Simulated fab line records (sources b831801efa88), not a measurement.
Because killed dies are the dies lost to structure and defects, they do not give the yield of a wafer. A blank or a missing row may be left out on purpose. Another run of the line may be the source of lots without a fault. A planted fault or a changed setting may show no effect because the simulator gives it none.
Matching of chambers	flow sfq_line	SFQ_TRILAYER_I2_VIA_ETCH_VIA_ETCH_070 on rie_diel-04 has 4 sister chambers
The step etches SiO2 in CHF3, stops on Nb, target depth 260 nm. 8 wafers are shown with their chamber, then 6 later ones without.

## WAFERS PAIRED WITH THEIR CHAMBERS
wafer	chamber	drypump_motor_current_A (A)	oes_product_au (a.u.)
L464.2	2	5.2	0.853
L465.1	3	6.0	0.854
L465.6	0	5.1	0.861
L468.3	3	6.0	0.858
L468.4	0	5.1	0.855
L468.5	1	4.9	0.858
L474.2	1	4.9	0.857
L474.5	2	5.1	0.848

## WAFERS MISSING THEIR CHAMBER
wafer	drypump_motor_current_A (A)	oes_product_au (a.u.)
L483.1	5.2	0.854
L483.4	4.9	0.844
L483.5	4.9	0.848
L485.2	6.1	0.845
L485.4	4.9	0.847
L485.6	6.0	0.857

## EACH ONE'S CHAMBER
wafer	from the rows above	in truth
L483.1	can't be placed: 2 or 0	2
L483.4	1	1
L483.5	1	1
L485.2	3	3
L485.4	1	1
L485.6	3	3
5 of 6 placed correctly. Cannot be placed on the basis of these rows: 1; the candidates contain the true chamber in 1. Number placed wrongly: 0.
How it was worked out, from the rows above alone: a wafer's distance from a chamber is the root of the sum, over the readings, of the square of ((its reading less the chamber's mean) divided by the reading's scatter). If the next closest chamber is less than 2 further off than the closest, the wafer can't be placed; otherwise it belongs to the closest. A chamber's mean is the mean of its shown wafers. The scatter: take each reading less its chamber's mean, square it, sum over the shown wafers, divide by the number of wafers less the number of chambers, and take the root.
